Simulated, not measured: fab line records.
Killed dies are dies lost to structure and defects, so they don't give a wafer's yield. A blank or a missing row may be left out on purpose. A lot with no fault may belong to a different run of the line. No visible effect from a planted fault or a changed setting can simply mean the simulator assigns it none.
Which of the tools did it? || flow gf180mcu || 10 lots with 30 wafers sampled at 5 steps, on a route of 602 steps

## WHAT THE GAUGES SHOWED, per wafer
GF_V3_RS_MEAS_24: measures by four-point-probe.
{"lot": "L957", "measured": "day 23 23:41", "on": "film metro-02", "V3_W_RS (ohm/sq)": "0.324 0.323 0.320"}
{"lot": "L958", "measured": "day 24 07:16", "on": "film metro-01", "V3_W_RS (ohm/sq)": "0.295 0.295 0.294"}
{"lot": "L959", "measured": "day 24 12:23", "on": "film metro-04", "V3_W_RS (ohm/sq)": "0.289 0.293 0.289"}
{"lot": "L965", "measured": "day 26 14:26", "on": "film metro-02", "V3_W_RS (ohm/sq)": "0.332 0.327 0.332"}
{"lot": "L968", "measured": "day 27 14:17", "on": "film metro-02", "V3_W_RS (ohm/sq)": "0.331 0.331 0.328"}
{"lot": "L971", "measured": "day 28 04:59", "on": "film metro-02", "V3_W_RS (ohm/sq)": "0.324 0.328 0.329"}
{"lot": "L972", "measured": "day 28 13:34", "on": "film metro-02", "V3_W_RS (ohm/sq)": "0.324 0.327 0.324"}
{"lot": "L973", "measured": "day 28 22:10", "on": "film metro-02", "V3_W_RS (ohm/sq)": "0.324 0.332 0.327"}
{"lot": "L974", "measured": "day 28 23:50", "on": "film metro-04", "V3_W_RS (ohm/sq)": "0.325 0.325 0.326"}
{"lot": "L976", "measured": "day 29 15:50", "on": "film metro-02", "V3_W_RS (ohm/sq)": "0.321 0.329 0.326"}

## EACH LOT AND THE TOOL THAT RAN IT (in order: tool; ch and the chambers of the sampled wafers; start)
{"lot": "L957", "GF_M3_STRIP_17": "plasma asher-03 ch 0,1, day 22 22:42", "GF_V3_CMP_04": "cmp-02 ch 1,2,3, day 22 23:30", "GF_V3_STRIP_18": "plasma asher-03 ch 0,1, day 23 22:56", "GF_V3_CVD_23": "cvd w-01 ch 0,1, day 23 23:35"}
{"lot": "L958", "GF_M3_STRIP_17": "plasma asher-03 ch 0,1, day 23 05:54", "GF_V3_CMP_04": "cmp-02 ch 0,1,2, day 23 06:43", "GF_V3_STRIP_18": "plasma asher-04 ch 0,1, day 24 06:29", "GF_V3_CVD_23": "cvd w-01 ch 0,1, day 24 07:09"}
{"lot": "L959", "GF_M3_STRIP_17": "plasma asher-03 ch 0,1, day 23 11:18", "GF_V3_CMP_04": "cmp-02 ch 0,1,3, day 23 12:25", "GF_V3_STRIP_18": "plasma asher-03 ch 0,1, day 24 11:38", "GF_V3_CVD_23": "cvd w-01 ch 0,1, day 24 12:16"}
{"lot": "L965", "GF_M3_STRIP_17": "plasma asher-04 ch 0,1, day 25 15:22", "GF_V3_CMP_04": "cmp-01 ch 1,2, day 25 16:24", "GF_V3_STRIP_18": "plasma asher-03 ch 0,1, day 26 13:42", "GF_V3_CVD_23": "cvd w-02 ch 0,1, day 26 14:20"}
{"lot": "L968", "GF_M3_STRIP_17": "plasma asher-03 ch 0,1, day 26 15:24", "GF_V3_CMP_04": "cmp-01 ch 0,2,3, day 26 16:15", "GF_V3_STRIP_18": "plasma asher-03 ch 0,1, day 27 13:29", "GF_V3_CVD_23": "cvd w-01 ch 0,1, day 27 14:09"}
{"lot": "L971", "GF_M3_STRIP_17": "plasma asher-01 ch 0,1, day 27 06:41", "GF_V3_CMP_04": "cmp-01 ch 0,3, day 27 07:31", "GF_V3_STRIP_18": "plasma asher-03 ch 0,1, day 28 04:10", "GF_V3_CVD_23": "cvd w-01 ch 0,1, day 28 04:51"}
{"lot": "L972", "GF_M3_STRIP_17": "plasma asher-03 ch 0,1, day 27 16:06", "GF_V3_CMP_04": "cmp-02 ch 0,3, day 27 16:54", "GF_V3_STRIP_18": "plasma asher-03 ch 0, day 28 12:45", "GF_V3_CVD_23": "cvd w-01 ch 0, day 28 13:27"}
{"lot": "L973", "GF_M3_STRIP_17": "plasma asher-04 ch 0,1, day 28 01:50", "GF_V3_CMP_04": "cmp-02 ch 1,2,3, day 28 02:38", "GF_V3_STRIP_18": "plasma asher-03 ch 0,1, day 28 21:22", "GF_V3_CVD_23": "cvd w-01 ch 0,1, day 28 22:03"}
{"lot": "L974", "GF_M3_STRIP_17": "plasma asher-03 ch 0,1, day 28 02:51", "GF_V3_CMP_04": "cmp-01 ch 0,2,3, day 28 03:45", "GF_V3_STRIP_18": "plasma asher-03 ch 0,1, day 28 23:04", "GF_V3_CVD_23": "cvd w-01 ch 0,1, day 28 23:44"}
{"lot": "L976", "GF_M3_STRIP_17": "plasma asher-03 ch 0,1, day 28 18:54", "GF_V3_CMP_04": "cmp-02 ch 0,2, day 28 19:44", "GF_V3_STRIP_18": "plasma asher-03 ch 1, day 29 15:05", "GF_V3_CVD_23": "cvd w-01 ch 0, day 29 15:43"}
- GF_M3_STRIP_17: strips in O2/N2.
- GF_V3_CMP_04: polishes SiO2.
- GF_V3_STRIP_18: strips in O2/N2.
- GF_V3_CVD_23: deposits W, target thk 350 nm, time 104.9 s.

## THE ANSWER, worked out from the rows above alone
Rule: the lots themselves supply what counts as usual. The widest of any qualifying gaps counts: lots, ordered by their means at a reading, are off when they make up no more than a third of the lots, leave a main group of 4 or more, and stand apart from it by 3 or more times the standard deviation of that group's means. The tables above print the reading to a certain number of digits; a main group whose means all agree to those digits is not used. A lot without any number at a reading at which 4 lots or more have one is off too. The other lots that the step has rows for count as sound.
Off: L958, L959, at GF_V3_RS_MEAS_24 (V3_W_RS). For the main group the mean is 0.327 ohm/sq and the standard deviation 0.0025.
If a tool, at a process step before that reading, ran all the lots that are off and no sound lot after the first of them, it fits. The gauges at GF_V3_RS_MEAS_24 are tried like those tools. None of those tried fits.

## WHAT HAD BEEN PUT IN BY THE SIMULATOR
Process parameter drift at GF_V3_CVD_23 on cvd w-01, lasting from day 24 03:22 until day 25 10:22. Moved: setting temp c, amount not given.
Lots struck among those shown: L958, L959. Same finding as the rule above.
